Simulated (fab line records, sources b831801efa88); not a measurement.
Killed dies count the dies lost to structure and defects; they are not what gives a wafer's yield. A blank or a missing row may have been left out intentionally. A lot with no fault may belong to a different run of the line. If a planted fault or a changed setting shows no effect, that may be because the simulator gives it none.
The tool behind it: which one? + flow sky130 + 11 lots with 33 wafers sampled at 2 steps, on a route of 708 steps

== WHAT EACH GAUGE READ, for each wafer ==
SKY_LI_CONTACT_OVL_MEAS_13.
| lot  | measured     | on         | LI_CONTACT_OVL (nm) |
|------|--------------|------------|---------------------|
| L413 | day 28 21:47 | overlay-01 | 4 0 2               |
| L415 | day 29 18:30 | overlay-01 | 4 7 1               |
| L418 | day 31 08:26 | overlay-02 | -4 3 -2             |
| L420 | day 31 22:00 | overlay-02 | 0 3 -2              |
| L422 | day 32 10:21 | overlay-02 | -6 -5 1             |
| L425 | day 33 01:41 | overlay-02 | 0 2 -5              |
| L426 | day 34 04:29 | overlay-02 | 5 -5 -7             |
| L429 | day 34 19:01 | overlay-02 | 1 -1 -3             |
| L431 | day 35 03:03 | overlay-01 | -6 -1 -6            |
| L434 | day 35 20:42 | overlay-02 | 5 10 7              |
| L436 | day 36 17:11 | overlay-01 | 4 7 -2              |

== WHAT TOOL EACH LOT RAN ON (gives the tool, then ch and the chambers of the sampled wafers, and finally the start) ==
| lot  | SKY_LI_CONTACT_CMP_02         |
|------|-------------------------------|
| L413 | cmp-01 ch 0,1,3, day 27 17:09 |
| L415 | cmp-01 ch 1,2,3, day 28 13:14 |
| L418 | cmp-02 ch 0,1,2, day 30 04:32 |
| L420 | cmp-02 ch 1,2,3, day 30 18:39 |
| L422 | cmp-02 ch 0,1,3, day 31 06:18 |
| L425 | cmp-02 ch 1,2,3, day 31 22:11 |
| L426 | cmp-01 ch 0,3, day 33 01:41   |
| L429 | cmp-01 ch 1,2, day 33 16:12   |
| L431 | cmp-02 ch 0,1,2, day 33 23:39 |
| L434 | cmp-01 ch 0,1,2, day 34 18:18 |
| L436 | cmp-02 ch 0,1,2, day 35 14:33 |
- SKY_LI_CONTACT_CMP_02: polishes PSG.

== THE ANSWER, worked out from the rows above alone ==
Rule: the lots themselves supply what counts as usual. Put in order of their means at a reading, lots are off if they are a third of the lots or fewer, leave a main group of 4 or more, and stand apart from it by a gap of 3 or more times the standard deviation of the main group's means; of several such gaps the widest counts. A main group is skipped when, at the precision printed for the reading in the tables above, its means are all equal. A lot without any number at a reading at which 4 lots or more have one is off too. Where the step has rows for the other lots, those lots are counted as sound.
No lot is off on any of the readings shown, so nothing can be concluded from this.

== WHAT THE SIMULATOR PUT IN ==
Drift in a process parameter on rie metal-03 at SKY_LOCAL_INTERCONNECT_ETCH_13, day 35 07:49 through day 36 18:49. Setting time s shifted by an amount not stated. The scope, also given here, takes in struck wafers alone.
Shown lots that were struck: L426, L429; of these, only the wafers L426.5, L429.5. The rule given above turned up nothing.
